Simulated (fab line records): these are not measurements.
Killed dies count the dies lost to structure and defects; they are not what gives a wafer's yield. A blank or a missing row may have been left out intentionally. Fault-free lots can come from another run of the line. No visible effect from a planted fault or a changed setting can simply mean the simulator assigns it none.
What tool caused it? + flow gf180mcu + 24 lots with 72 wafers sampled at 2 steps, on a route of 602 steps

## WHAT THE GAUGES SHOWED, per wafer
GF_V2_THK_MEAS_01.
| lot  | measured     | on            | V2_CVD_00_THK (nm) |
|------|--------------|---------------|--------------------|
| L074 | day 19 08:43 | film metro-02 | 611 604 611        |
| L075 | day 19 16:53 | film metro-01 | 590 598 600        |
| L076 | day 19 19:32 | film metro-03 | 611 608 602        |
| L077 | day 20 06:52 | film metro-02 | 599 600 595        |
| L078 | day 20 10:20 | film metro-03 | 601 597 588        |
| L080 | day 21 19:17 | film metro-02 | 604 599 597        |
| L079 | day 21 21:32 | film metro-02 | 596 597 597        |
| L081 | day 22 00:44 | film metro-03 | 609 612 607        |
| L082 | day 22 05:28 | film metro-02 | 603 605 602        |
| L083 | day 23 00:12 | film metro-03 | 609 612 603        |
| L085 | day 23 06:18 | film metro-02 | 603 611 604        |
| L084 | day 23 07:16 | film metro-03 | 602 606 611        |
| L086 | day 23 12:25 | film metro-02 | 601 597 589        |
| L087 | day 23 16:16 | film metro-03 | 603 609 596        |
| L088 | day 24 10:44 | film metro-02 | 609 597 601        |
| L090 | day 25 01:54 | film metro-01 | 597 606 600        |
| L089 | day 25 03:14 | film metro-02 | 609 595 599        |
| L091 | day 25 19:51 | film metro-01 | 604 602 607        |
| L092 | day 25 20:37 | film metro-02 | 600 605 607        |
| L093 | day 25 20:59 | film metro-03 | 603 605 600        |
| L094 | day 26 18:46 | film metro-02 | 606 606 595        |
| L096 | day 26 22:31 | film metro-03 | 592 604 601        |
| L095 | day 27 00:07 | film metro-03 | 588 606 603        |
| L097 | day 27 05:56 | film metro-01 | 594 600 594        |

GF_V3_OVL_MEAS_15.
| lot  | measured     | on         | V3_OVL (nm) |
|------|--------------|------------|-------------|
| L074 | day 22 13:36 | overlay-01 | -9 -7 -9    |
| L075 | day 22 20:21 | overlay-01 | -4 3 -7     |
| L076 | day 22 23:04 | overlay-01 | 1 -4 4      |
| L077 | day 23 08:30 | overlay-01 | -5 -12 -4   |
| L078 | day 23 12:16 | overlay-01 | 1 3 7       |
| L080 | day 24 18:57 | overlay-01 | -4 -2 1     |
| L079 | day 24 21:15 | overlay-01 | -5 -3 1     |
| L081 | day 24 23:53 | overlay-02 | 3 1 1       |
| L082 | day 25 04:42 | overlay-01 | -2 0 -6     |
| L083 | day 25 21:12 | overlay-02 | 5 -3 -6     |
| L085 | day 26 03:00 | overlay-02 | -6 -6 -15   |
| L084 | day 26 04:41 | overlay-01 | 2 -3 2      |
| L086 | day 26 08:15 | overlay-01 | 2 -5 1      |
| L087 | day 26 11:05 | overlay-01 | -6 -4 -12   |
| L088 | day 27 04:13 | overlay-02 | -3 -4 3     |
| L090 | day 27 18:39 | overlay-02 | 0 -3 -6     |
| L089 | day 27 21:38 | overlay-02 | -7 -2 -1    |
| L091 | day 28 11:52 | overlay-02 | 6 10 1      |
| L092 | day 28 12:52 | overlay-02 | 0 -2 0      |
| L093 | day 28 13:12 | overlay-01 | -1 6 9      |
| L094 | day 29 09:00 | overlay-02 | -14 -15 -10 |
| L096 | day 29 13:59 | overlay-02 | 0 -7 -8     |
| L095 | day 29 14:20 | overlay-01 | -5 -8 -9    |
| L097 | day 29 19:47 | overlay-02 | -2 -12 -13  |

## WHAT TOOL EACH LOT RAN ON (gives the tool, then ch and the chambers of the sampled wafers, and finally the start)
The record holds no process step before these readings.

## AS READ BY THE TOOLS THEMSELVES (means over the sampled wafers that have a number; for cases with no such wafer, the mark the record gives instead)
The record holds no such reading with a usual standard deviation.

## THE ANSWER, worked out from the rows above alone
Rule: what is usual is taken from the lots themselves. The widest of any qualifying gaps counts: lots, ordered by their means at a reading, are off when they make up no more than a third of the lots, leave a main group of 4 or more, and stand apart from it by 3 or more times the standard deviation of that group's means. A main group is skipped when, at the precision printed for the reading in the tables above, its means are all equal. Also off: a lot with no number at a reading for which 4 or more lots have one. Any other lot the step has rows for is counted as sound. After the gauges, taken in route order, come the tools' own readings; for these a lot's mean is taken, as printed above. At the first step where some lot is off, the reading lying furthest off is the one used; lots without a number count as furthest.
No lot is off on any of the readings shown, so nothing can be concluded from this.

## WHAT WAS PUT IN BY THE SIMULATOR
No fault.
